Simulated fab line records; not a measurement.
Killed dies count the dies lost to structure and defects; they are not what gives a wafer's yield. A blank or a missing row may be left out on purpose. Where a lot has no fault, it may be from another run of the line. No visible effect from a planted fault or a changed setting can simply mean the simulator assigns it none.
fab line records | flow sky130
record: lots: 6 | wafers: 18 | lastDay: 50
route steps=708 shown VIA3@589 METAL4@598 PAD_OPEN@708
lots untouched by any fault: they come from a run of this same line in which no faults occurred
startH: start of the lot's first displayed wafer, in hours after the record's first day | waitH: hours since the lot's step before | " the same as in the row above | L1.1+2: several wafers, shown together as one row | - no value, or no start was given | * or withheld: withheld | < > ~ a bound
route shown NAME@n: NAME is a module with steps in the file, n the number in the route of the first one | usual: mean and standard deviation over wafers with no fault | same: alike in all rows | chamber/n: place in a boat | sites: per-site readings | _std_site: how widely they spread, as a standard deviation | _edge_site: mean of outer sites minus mean of inner sites | radiusMm: for every site, how far away it sits from the centre of the wafer | mask NAME#n: copy n | behind: tool/chamber where the wafer was last shaped | hold: the reason the lot was held/the length of the hold in hours/how it ended | device: the n, p or np transistor that did not switch | end of line: tests of these same wafers at the route's end | a step given without rows: its recipe and nothing more | killed: the dies lost at the first sort to structure and to defects; this is not the yield of the wafer | map: a wafer's dies, x killed, . not, _ none there
set.NAME: the setting as run; set.NAME@STEP: as run at that earlier step | model.NAME: the simulator's own value behind a step, which no gauge read
lots at some steps of the route; a table a step, a row a wafer
services: a tool's chamber out of use, with start hour (startH, from the record's first day; less than 0 if before it), hours out, and reason
== steps ==
step: SKY_VIA3_STRIP_16
recipe: chemistry: O2/N2 | powerW: 1400 | pressureMtorr: 1500 | platenTempC: withheld | o2FlowSccm: 3000 | n2FlowSccm: 300 | overashFraction: 0.5
usual: drypumpMotorCurrentA: 6.01/0.24 | oesProductAu: 0.402/0.0052 | stripTimeToEndpointS: 4.12/0.039
lot.wafer | tool           | chamber | startH  | waitH | drypumpMotorCurrentA | oesProductAu | rfHoursCounterH | stripTimeToEndpointS
L376.2    | plasmaAsher-02 | 1       | 965.38  | 0.0   | 6.27                 | 0.407        | 24              | 4.14
L376.4    | "              | 0       | "       | "     | 6.02                 | 0.398        | -               | 4.08
L376.5    | "              | 1       | "       | "     | 6.27                 | 0.402        | -               | 4.17
L379.1    | plasmaAsher-02 | 1       | 976.70  | 0.0   | 6.24                 | 0.408        | 26              | 4.19
L379.4    | "              | 1       | "       | "     | 6.24                 | 0.409        | -               | 4.09
L379.6    | "              | 0       | "       | "     | 5.97                 | 0.407        | -               | 4.18
L381.1    | plasmaAsher-03 | 0       | 991.33  | 0.0   | 6.13                 | 0.409        | 53              | 4.13
L381.4    | "              | 0       | "       | "     | 6.14                 | 0.396        | -               | 4.08
L381.6    | "              | 0       | "       | "     | 6.14                 | 0.406        | -               | 4.11
L382.1    | plasmaAsher-04 | 1       | 993.60  | 0.0   | 5.68                 | 0.399        | 89              | 4.10
L382.4    | "              | 1       | "       | "     | 5.63                 | 0.410        | -               | 4.15
L382.6    | "              | 0       | "       | "     | 6.11                 | 0.406        | -               | 4.19
L392.2    | plasmaAsher-02 | 1       | 1061.49 | 0.0   | 6.23                 | 0.399        | 34              | 4.10
L392.4    | "              | 0       | "       | "     | 5.99                 | 0.398        | -               | 4.14
L392.5    | "              | 1       | "       | "     | 6.26                 | 0.404        | -               | 4.19
L393.2    | plasmaAsher-02 | 0       | 1069.69 | 0.0   | 5.99                 | 0.398        | 35              | 4.14
L393.4    | "              | 0       | "       | "     | 5.97                 | 0.397        | -               | 4.09
L393.5    | "              | 1       | "       | "     | 6.29                 | 0.402        | -               | 4.16
step: SKY_VIA3_STRIP_17
recipe: chemistry: postEtchResidueRemover | timeS: 1200 | tempC: 72.5
step: SKY_VIA3_CLEAN_18
recipe: chemistry: IPA | timeS: 180 | tempC: 25
step: SKY_VIA3_CLEAN_19
recipe: chemistry: O3/DIW | dry: n2Spin
step: SKY_VIA3_SPUTTER_20
recipe: material: TiN | targetThkNm: 20 | chamberPressurePa: 5 | powerW: 4000 | timeS: 80
usual: throttleValvePct: 29.5/0.7
lot.wafer | tool          | chamber | startH  | waitH | throttleValvePct
L376.2    | pvdSputter-03 | -       | 965.97  | 0.0   | 29.4
L376.4    | "             | -       | "       | "     | 29.8
L376.5    | "             | -       | "       | "     | 30.0
L379.1    | pvdSputter-02 | -       | 977.29  | 0.0   | 30.1
L379.4    | "             | -       | "       | "     | 29.1
L379.6    | "             | -       | "       | "     | 28.7
L381.1    | pvdSputter-02 | -       | 991.95  | 0.0   | 28.6
L381.4    | "             | -       | "       | "     | 28.6
L381.6    | "             | -       | "       | "     | 29.9
L382.1    | pvdSputter-01 | -       | 994.19  | 0.0   | 28.5
L382.4    | "             | -       | "       | "     | 29.1
L382.6    | "             | -       | "       | "     | 30.3
L392.2    | pvdSputter-01 | -       | 1062.11 | 0.0   | 29.3
L392.4    | "             | -       | "       | "     | 30.8
L392.5    | "             | -       | "       | "     | 28.8
L393.2    | pvdSputter-01 | -       | 1070.33 | 0.0   | 29.2
L393.4    | "             | -       | "       | "     | 28.7
L393.5    | "             | -       | "       | "     | 30.9
step: SKY_VIA3_CVD_21
recipe: material: W | targetThkNm: 390 | timeS: 117.31 | tempC: 400 | pressureTorr: 40
step: SKY_VIA3_RS_MEAS_22
recipe: thkMeasGauge: four-point-probe | reads: W_of_VIA3_CVD_21+TiN_of_VIA3_SPUTTER_20
usual: VIA3_W_RS: 0.289/0.0058
lot.wafer | tool         | chamber | startH  | waitH | VIA3_W_RS[ohm/sq]
L376.2    | filmMetro-03 | -       | 966.18  | 0.1   | 0.289
L376.4    | "            | -       | "       | "     | 0.285
L376.5    | "            | -       | "       | "     | 0.285
L379.1    | filmMetro-03 | -       | 977.47  | 0.1   | 0.290
L379.4    | "            | -       | "       | "     | 0.293
L379.6    | "            | -       | "       | "     | 0.298
L381.1    | filmMetro-04 | -       | 992.14  | 0.1   | 0.285
L381.4    | "            | -       | "       | "     | 0.287
L381.6    | "            | -       | "       | "     | 0.292
L382.1    | filmMetro-03 | -       | 994.38  | 0.1   | 0.287
L382.4    | "            | -       | "       | "     | 0.287
L382.6    | "            | -       | "       | "     | 0.289
L392.2    | filmMetro-03 | -       | 1062.31 | 0.1   | 0.294
L392.4    | "            | -       | "       | "     | 0.300
L392.5    | "            | -       | "       | "     | 0.297
L393.2    | filmMetro-03 | -       | 1070.54 | 0.1   | 0.284
L393.4    | "            | -       | "       | "     | 0.289
L393.5    | "            | -       | "       | "     | 0.283
step: SKY_VIA3_THK_MEAS_23
recipe: thkMeasGauge: xrf | reads: W_of_VIA3_CVD_21
usual: VIA3_W_THK: 406/9.3
lot.wafer | tool         | chamber | startH  | waitH | VIA3_W_THK[nm]
L376.2    | filmMetro-03 | -       | 966.29  | 0.1   | 408
L376.4    | "            | -       | "       | "     | 413
L376.5    | "            | -       | "       | "     | 412
L379.1    | filmMetro-03 | -       | 977.59  | 0.1   | 405
L379.4    | "            | -       | "       | "     | 399
L379.6    | "            | -       | "       | "     | 395
L381.1    | filmMetro-04 | -       | 992.26  | 0.1   | 411
L381.4    | "            | -       | "       | "     | 409
L381.6    | "            | -       | "       | "     | 397
L382.1    | filmMetro-03 | -       | 994.50  | 0.1   | 412
L382.4    | "            | -       | "       | "     | 414
L382.6    | "            | -       | "       | "     | 409
L392.2    | filmMetro-03 | -       | 1062.42 | 0.1   | 405
L392.4    | "            | -       | "       | "     | 391
L392.5    | "            | -       | "       | "     | 400
L393.2    | filmMetro-03 | -       | 1070.65 | 0.1   | 420
L393.4    | "            | -       | "       | "     | 409
L393.5    | "            | -       | "       | "     | 421
step: SKY_VIA3_CMP_24
recipe: stopOn: SiO2 | tOverpolishS: 20 | downForcePsi: 3.5 | platenRpm: 60 | targetThkNm: 0 | padVelocityMS: 0.94248
usual: motorCurrentA: 11.3/0.8 | overpolishRunS: 20.000/0.0083 | timeToEndpointS: 97/4.5
lot.wafer | tool   | chamber | startH  | waitH | motorCurrentA | overpolishRunS | timeToEndpointS
L376.2    | cmp-01 | 0       | 966.34  | 0.0   | 10.8          | 19.990         | 101
L376.4    | "      | 1       | "       | "     | 10.5          | 20.004         | 94
L376.5    | "      | 0       | "       | "     | 11.3          | 19.987         | 96
L379.4    | cmp-01 | 3       | 977.70  | 0.1   | 11.2          | 20.002         | 95
L379.1    | "      | 0       | "       | "     | 11.0          | 19.986         | 105
L379.6    | "      | 2       | "       | "     | 12.5          | 19.978         | 100
L381.1    | cmp-02 | 0       | 992.37  | 0.1   | 11.3          | 20.001         | 93
L381.4    | "      | 1       | "       | "     | 9.5           | 19.985         | 95
L381.6    | "      | 3       | "       | "     | 11.0          | 20.003         | 91
L382.4    | cmp-01 | 0       | 994.56  | 0.0   | 11.3          | 19.998         | 103
L382.1    | "      | 3       | "       | "     | 11.7          | 19.995         | 98
L382.6    | "      | 0       | "       | "     | 10.7          | 20.001         | 99
L392.2    | cmp-02 | 0       | 1062.47 | 0.0   | 11.0          | 19.987         | 95
L392.4    | "      | 2       | "       | "     | 12.5          | 20.002         | 100
L392.5    | "      | 0       | "       | "     | 10.9          | 20.002         | 96
L393.4    | cmp-02 | 3       | 1070.75 | 0.1   | 11.2          | 19.997         | 100
L393.2    | "      | 0       | "       | "     | 11.2          | 19.997         | 99
L393.5    | "      | 2       | "       | "     | 12.8          | 20.003         | 102
step: SKY_METAL4_SPUTTER_00
recipe: material: Ti | targetThkNm: 15 | powerW: 3000 | timeS: 10 | chamberPressurePa: 0.4
usual: throttleValvePct: 29.8/0.92
lot.wafer | tool          | chamber | startH  | waitH | throttleValvePct
L376.2    | pvdSputter-01 | -       | 966.64  | 0.2   | 30.9
L376.4    | "             | -       | "       | "     | 29.1
L376.5    | "             | -       | "       | "     | 29.0
L379.1    | pvdSputter-01 | -       | 977.95  | 0.1   | 28.7
L379.4    | "             | -       | "       | "     | 29.2
L379.6    | "             | -       | "       | "     | 30.9
L381.1    | pvdSputter-01 | -       | 992.62  | 0.2   | 28.8
L381.4    | "             | -       | "       | "     | 29.0
L381.6    | "             | -       | "       | "     | 30.0
L382.1    | pvdSputter-01 | -       | 994.86  | 0.1   | 28.5
L382.4    | "             | -       | "       | "     | 31.0
L382.6    | "             | -       | "       | "     | 29.0
L392.2    | pvdSputter-02 | -       | 1062.77 | 0.2   | 29.3
L392.4    | "             | -       | "       | "     | 28.8
L392.5    | "             | -       | "       | "     | 28.7
L393.2    | pvdSputter-01 | -       | 1071.00 | 0.1   | 30.9
L393.4    | "             | -       | "       | "     | 28.7
L393.5    | "             | -       | "       | "     | 31.0
step: SKY_METAL4_SPUTTER_01
recipe: material: TiN | targetThkNm: 20 | powerW: 6500 | timeS: 16.7 | chamberPressurePa: 0.4
step: SKY_METAL4_SPUTTER_02
recipe: material: AlCu | targetThkNm: 735 | powerW: 10600 | timeS: 39.1 | chamberPressurePa: 0.4
step: SKY_METAL4_SPUTTER_03
recipe: material: Ti | targetThkNm: 5 | powerW: 3000 | timeS: 3.3 | chamberPressurePa: 0.4
usual: throttleValvePct: 29.8/0.91
lot.wafer | tool          | chamber | startH  | waitH | throttleValvePct | model.Ti_of_METAL4_SPUTTER_03.thkNm
L376.2    | pvdSputter-01 | -       | 966.72  | 0.0   | 30.7             | 4.812
L376.4    | "             | -       | "       | "     | 29.0             | 4.905
L376.5    | "             | -       | "       | "     | 29.0             | 4.816
L379.1    | pvdSputter-01 | -       | 978.04  | 0.0   | 28.8             | 5.069
L379.4    | "             | -       | "       | "     | 29.1             | 5.041
L379.6    | "             | -       | "       | "     | 30.8             | 5.047
L381.1    | pvdSputter-01 | -       | 992.70  | 0.0   | 28.5             | 5.107
L381.4    | "             | -       | "       | "     | 29.2             | 1.572
L381.6    | "             | -       | "       | "     | 30.0             | 5.142
L382.1    | pvdSputter-01 | -       | 994.96  | 0.0   | 28.5             | 5.088
L382.4    | "             | -       | "       | "     | 30.8             | 1.553
L382.6    | "             | -       | "       | "     | 29.0             | 4.882
L392.2    | pvdSputter-02 | -       | 1062.86 | 0.0   | 29.3             | 5.022
L392.4    | "             | -       | "       | "     | 28.6             | 5.151
L392.5    | "             | -       | "       | "     | 28.4             | 5.232
L393.2    | pvdSputter-01 | -       | 1071.08 | 0.0   | 31.0             | 4.841
L393.4    | "             | -       | "       | "     | 28.5             | 5.081
L393.5    | "             | -       | "       | "     | 30.9             | 4.886
step: SKY_METAL4_SPUTTER_04
recipe: material: TiN | targetThkNm: 70 | powerW: 6500 | timeS: 58.3 | chamberPressurePa: 0.4
usual: throttleValvePct: 29.8/0.92
lot.wafer | tool          | chamber | startH  | waitH | throttleValvePct
L376.2    | pvdSputter-01 | -       | 966.74  | 0.0   | 30.8
L376.4    | "             | -       | "       | "     | 29.2
L376.5    | "             | -       | "       | "     | 29.4
L379.1    | pvdSputter-01 | -       | 978.06  | 0.0   | 28.6
L379.4    | "             | -       | "       | "     | 29.2
L379.6    | "             | -       | "       | "     | 30.9
L381.1    | pvdSputter-01 | -       | 992.72  | 0.0   | 28.6
L381.4    | "             | -       | "       | "     | 29.1
L381.6    | "             | -       | "       | "     | 30.2
L382.1    | pvdSputter-01 | -       | 994.98  | 0.0   | 28.8
L382.4    | "             | -       | "       | "     | 30.9
L382.6    | "             | -       | "       | "     | 28.8
L392.2    | pvdSputter-02 | -       | 1062.88 | 0.0   | 29.4
L392.4    | "             | -       | "       | "     | 28.8
L392.5    | "             | -       | "       | "     | 28.8
L393.2    | pvdSputter-01 | -       | 1071.10 | 0.0   | 31.0
L393.4    | "             | -       | "       | "     | 28.5
L393.5    | "             | -       | "       | "     | 30.9
step: SKY_PAD_OPEN_PROBE_99
usual: defectLimitedYield: 82.5/1.7 | killed_at_M0_to_M3: 42/6.1 | killed_at_M4_up: 3.1/1.7 | killedAtContacts: 24/5.5 | killedAtFrontEnd: 16/4.1 | killedAtOther: 0.3/0.57 | killedDies: 86/8.2 | killedOpen: 47/6.8 | killedShort: 38/5.8 | sort_bin_3_pad_short: 0.8/0.42 | sort_bin_5_function: 10.2/1.3 | sort_bin_6_memory: 6.4/1 | sortNPass: 406/8.2 | sortYieldPct: 82.5/1.7
same: grossDies: 492 | killedAtBackSide: 0 | sort_bin_4_leakage[%]: 0 | sort_bin_8_speed[%]: 0
lot.wafer | tool      | chamber | startH  | waitH | defectLimitedYield[%] | killed_at_M0_to_M3 | killed_at_M4_up | killedAtContacts | killedAtFrontEnd | killedAtOther | killedDies | killedOpen | killedShort | sort_bin_3_pad_short[%] | sort_bin_5_function[%] | sort_bin_6_memory[%] | sortNPass | sortYieldPct[%]
L376.2    | prober-02 | -       | 1106.33 | 0.1   | 82.1                  | 43                 | 4               | 23               | 18               | 0             | 88         | 51         | 36          | 1.0                     | 11.4                   | 5.5                  | 404       | 82.1
L376.4    | prober-02 | -       | 1106.43 | 0.2   | 85.0                  | 41                 | 4               | 15               | 14               | 0             | 74         | 42         | 32          | 0.6                     | 9.3                    | 5.1                  | 418       | 85.0
L376.5    | prober-02 | -       | 1106.48 | 0.2   | 83.3                  | 39                 | 2               | 28               | 13               | 0             | 82         | 48         | 33          | 0.4                     | 10.6                   | 5.7                  | 410       | 83.3
L379.1    | prober-01 | -       | 1117.39 | 0.1   | 83.9                  | 40                 | 4               | 18               | 17               | 0             | 79         | 41         | 38          | 0.6                     | 9.8                    | 5.7                  | 413       | 83.9
L379.4    | prober-01 | -       | 1117.54 | 0.2   | 83.7                  | 41                 | 0               | 20               | 19               | 0             | 80         | 41         | 38          | 1.0                     | 9.8                    | 5.5                  | 412       | 83.7
L379.6    | prober-01 | -       | 1117.64 | 0.2   | 80.9                  | 43                 | 2               | 31               | 18               | 0             | 94         | 58         | 36          | 1.2                     | 11.6                   | 6.3                  | 398       | 80.9
L381.1    | prober-01 | -       | 1127.99 | 0.1   | 79.7                  | 49                 | 5               | 39               | 7                | 0             | 100        | 61         | 37          | 0.2                     | 11.8                   | 8.3                  | 392       | 79.7
L381.4    | prober-01 | -       | 1128.14 | 0.2   | 83.3                  | 32                 | 3               | 25               | 22               | 0             | 82         | 39         | 43          | 1.0                     | 9.8                    | 5.9                  | 410       | 83.3
L381.6    | prober-01 | -       | 1128.24 | 0.2   | 83.9                  | 42                 | 1               | 23               | 12               | 1             | 79         | 39         | 37          | 1.2                     | 8.1                    | 6.7                  | 413       | 83.9
L382.1    | prober-02 | -       | 1129.69 | 0.1   | 82.9                  | 46                 | 5               | 15               | 18               | 0             | 84         | 51         | 33          | 1.4                     | 8.3                    | 7.3                  | 408       | 82.9
L382.4    | prober-02 | -       | 1129.84 | 0.2   | 79.9                  | 60                 | 2               | 21               | 16               | 0             | 99         | 61         | 38          | 0.8                     | 12.2                   | 7.1                  | 393       | 79.9
L382.6    | prober-02 | -       | 1129.94 | 0.2   | 83.3                  | 42                 | 3               | 16               | 20               | 1             | 82         | 36         | 46          | 0.6                     | 8.3                    | 7.7                  | 410       | 83.3
L392.2    | prober-02 | -       | 1182.26 | 0.1   | 80.1                  | 46                 | 1               | 26               | 24               | 1             | 98         | 60         | 37          | 1.4                     | 12.6                   | 5.9                  | 394       | 80.1
L392.4    | prober-02 | -       | 1182.36 | 0.2   | 81.9                  | 44                 | 1               | 24               | 18               | 2             | 89         | 51         | 36          | 0.8                     | 12.6                   | 4.7                  | 403       | 81.9
L392.5    | prober-02 | -       | 1182.41 | 0.2   | 81.5                  | 45                 | 3               | 28               | 14               | 1             | 91         | 48         | 42          | 0.8                     | 10.4                   | 7.3                  | 401       | 81.5
L393.2    | prober-01 | -       | 1189.95 | 0.1   | 85.2                  | 40                 | 3               | 18               | 11               | 1             | 73         | 36         | 37          | 0.4                     | 8.3                    | 6.1                  | 419       | 85.2
L393.4    | prober-01 | -       | 1190.05 | 0.2   | 83.1                  | 40                 | 2               | 25               | 16               | 0             | 83         | 45         | 37          | 0.6                     | 9.6                    | 6.7                  | 409       | 83.1
L393.5    | prober-01 | -       | 1190.10 | 0.2   | 80.5                  | 46                 | 1               | 22               | 27               | 0             | 96         | 45         | 51          | 1.8                     | 10.6                   | 7.1                  | 396       | 80.5
killed by level:class
L376.2 CONTACT:geometricParticle:open=11 VIA1:geometricParticle:open=10 VIA3:geometricParticle:open=8 METAL3:geometricParticle:short=6 FIELD_ISO:geometricParticle:open=5 LI_CONTACT:geometricParticle:short=5 LI_CONTACT:geometricParticle:open=5 VIA2:geometricParticle:open=5
L376.4 VIA1:geometricParticle:open=8 VIA1:geometricParticle:short=7 FIELD_ISO:geometricParticle:short=6 VIA2:geometricParticle:open=6 VIA3:geometricParticle:open=5 CONTACT:geometricParticle:open=5 LI_CONTACT:geometricParticle:open=4 FIELD_ISO:geometricParticle:open=3
L376.5 CONTACT:geometricParticle:open=14 VIA2:geometricParticle:open=8 CONTACT:geometricParticle:short=8 VIA3:geometricParticle:open=7 FIELD_ISO:geometricParticle:open=5 LI_CONTACT:geometricParticle:open=5 VIA1:geometricParticle:open=5 VIA1:geometricParticle:short=5
L379.1 VIA2:geometricParticle:open=11 CONTACT:geometricParticle:open=7 METAL2:geometricParticle:short=6 FIELD_ISO:geometricParticle:short=5 LI_CONTACT:geometricParticle:open=4 CONTACT:geometricParticle:short=4 VIA1:geometricParticle:short=4 VIA3:geometricParticle:open=4
L379.4 VIA1:geometricParticle:open=11 CONTACT:geometricParticle:open=9 FIELD_ISO:geometricParticle:short=5 LI_CONTACT:geometricParticle:open=5 METAL1:geometricParticle:short=5 VIA2:geometricParticle:open=5 FIELD_ISO:geometricParticle:open=4 POLY_GATE:geometricParticle:short=4
L379.6 LI_CONTACT:geometricParticle:open=13 VIA2:geometricParticle:open=9 VIA1:geometricParticle:open=8 METAL2:geometricParticle:short=7 FIELD_ISO:geometricParticle:open=6 VIA3:geometricParticle:open=6 LOCAL_INTERCONNECT:geometricParticle:short=6 CONTACT:geometricParticle:open=5
L381.1 CONTACT:geometricParticle:open=20 VIA1:geometricParticle:open=9 VIA2:geometricParticle:open=8 LI_CONTACT:geometricParticle:open=7 CONTACT:geometricParticle:short=7 METAL1:geometricParticle:short=6 METAL2:geometricParticle:short=6 VIA3:geometricParticle:open=6
L381.4 VIA1:geometricParticle:open=8 FIELD_ISO:geometricParticle:open=7 POLY_GATE:geometricParticle:short=7 CONTACT:geometricParticle:open=7 LI_CONTACT:geometricParticle:open=6 FIELD_ISO:geometricParticle:short=5 LOCAL_INTERCONNECT:geometricParticle:short=5 CONTACT:geometricParticle:short=5
L381.6 VIA3:geometricParticle:short=8 CONTACT:geometricParticle:open=7 VIA1:geometricParticle:open=7 METAL2:geometricParticle:short=6 POLY_GATE:geometricParticle:open=5 METAL1:geometricParticle:short=5 VIA3:geometricParticle:open=5 FIELD_ISO:geometricParticle:open=4
L382.1 VIA2:geometricParticle:open=10 VIA1:geometricParticle:open=7 VIA3:geometricParticle:open=6 VIA1:geometricParticle:short=6 POLY_GATE:geometricParticle:open=5 LI_CONTACT:geometricParticle:open=5 METAL1:geometricParticle:short=4 CONTACT:geometricParticle:open=4
L382.4 VIA3:geometricParticle:open=13 VIA1:geometricParticle:open=12 VIA2:geometricParticle:open=9 LI_CONTACT:geometricParticle:open=8 METAL2:geometricParticle:short=7 METAL1:geometricParticle:short=5 VIA2:geometricParticle:short=5 POLY_GATE:geometricParticle:open=4
L382.6 VIA1:geometricParticle:open=10 SPACER:geometricParticle:short=7 CONTACT:geometricParticle:short=6 LI_CONTACT:geometricParticle:open=5 VIA1:geometricParticle:short=5 VIA2:geometricParticle:open=5 METAL2:geometricParticle:short=5 VIA3:geometricParticle:open=5
L392.2 CONTACT:geometricParticle:open=10 VIA2:geometricParticle:open=10 VIA3:geometricParticle:open=9 CONTACT:geometricParticle:short=8 VIA1:geometricParticle:open=8 METAL1:geometricParticle:short=8 POLY_GATE:geometricParticle:open=7 LI_CONTACT:geometricParticle:open=6
L392.4 CONTACT:geometricParticle:open=13 VIA1:geometricParticle:short=6 POLY_GATE:geometricParticle:open=6 VIA1:geometricParticle:open=5 METAL3:geometricParticle:short=5 VIA3:geometricParticle:open=5 CONTACT:geometricParticle:short=4 METAL1:geometricParticle:open=4
L392.5 LI_CONTACT:geometricParticle:open=11 METAL1:geometricParticle:short=9 VIA3:geometricParticle:open=8 VIA1:geometricParticle:open=7 CONTACT:geometricParticle:open=6 VIA2:geometricParticle:open=6 FIELD_ISO:geometricParticle:open=5 LI_CONTACT:geometricParticle:short=4
L393.2 METAL1:geometricParticle:short=10 LI_CONTACT:geometricParticle:open=7 VIA1:geometricParticle:open=6 VIA2:geometricParticle:open=6 VIA3:geometricParticle:open=5 CONTACT:geometricParticle:short=4 CONTACT:geometricParticle:open=4 FIELD_ISO:geometricParticle:short=3
L393.4 VIA1:geometricParticle:open=10 LI_CONTACT:geometricParticle:open=9 FIELD_ISO:geometricParticle:short=7 CONTACT:geometricParticle:open=7 VIA2:geometricParticle:open=7 CONTACT:geometricParticle:short=5 VIA2:geometricParticle:short=5 VIA3:geometricParticle:open=5
L393.5 POLY_GATE:geometricParticle:short=10 VIA3:geometricParticle:open=9 FIELD_ISO:geometricParticle:short=8 METAL2:geometricParticle:short=8 LI_CONTACT:geometricParticle:open=7 VIA1:geometricParticle:open=7 LOCAL_INTERCONNECT:geometricParticle:short=5 CONTACT:geometricParticle:open=5
== services ==
tool           | chamber | startH  | hours | kind
plasmaAsher-04 | -       | 960.96  | 0.7   | repair
pvdSputter-01  | -       | 962.25  | 1.6   | repair
plasmaAsher-04 | -       | 964.69  | 4.1   | repair
plasmaAsher-03 | -       | 966.74  | 7.9   | repair
cmp-02         | -       | 966.79  | 6.7   | pm
cmp-02         | -       | 973.50  | 9.0   | pm
pvdSputter-02  | -       | 975.97  | 0.8   | repair
pvdSputter-01  | -       | 979.80  | 2.3   | repair
pvdSputter-03  | -       | 981.53  | 1.4   | repair
cmp-01         | -       | 986.98  | 2.6   | repair
pvdSputter-03  | 0       | 1011.42 | -     | consumableReplace:kit
pvdSputter-03  | 0       | 1011.42 | 18.0  | scheduledDown
pvdSputter-03  | 0       | 1011.42 | 18.0  | ventCycle
cmp-01         | -       | 1019.07 | 2.2   | repair
pvdSputter-01  | 3       | 1030.66 | -     | consumableReplace:kit
pvdSputter-01  | 3       | 1030.66 | 18.0  | scheduledDown
pvdSputter-01  | 3       | 1030.66 | 18.0  | ventCycle
cmp-01         | -       | 1047.98 | 1.9   | repair
== key ==
firstSign none at tools or gauges
modelEffect: step: SKY_METAL4_SPUTTER_03 | value: Ti_of_METAL4_SPUTTER_03.thkNm | without: 4.933 | struck: 1.562
metAt SKY_METAL4_SPUTTER_03
struckWafers L381.4,L382.4
onsetBetween 978.04 992.70
fault: kind: processParameterDrift | tool: pvdSputter-01 | chamber: - | onsetH: 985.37 | steps: SKY_METAL4_SPUTTER_03 | channel: targetThkNm | offset: -3.3706 | shape: step | endH: 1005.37 | scope: struckWafersOnly | actsIn: theseRecipesOnly | stated: 5
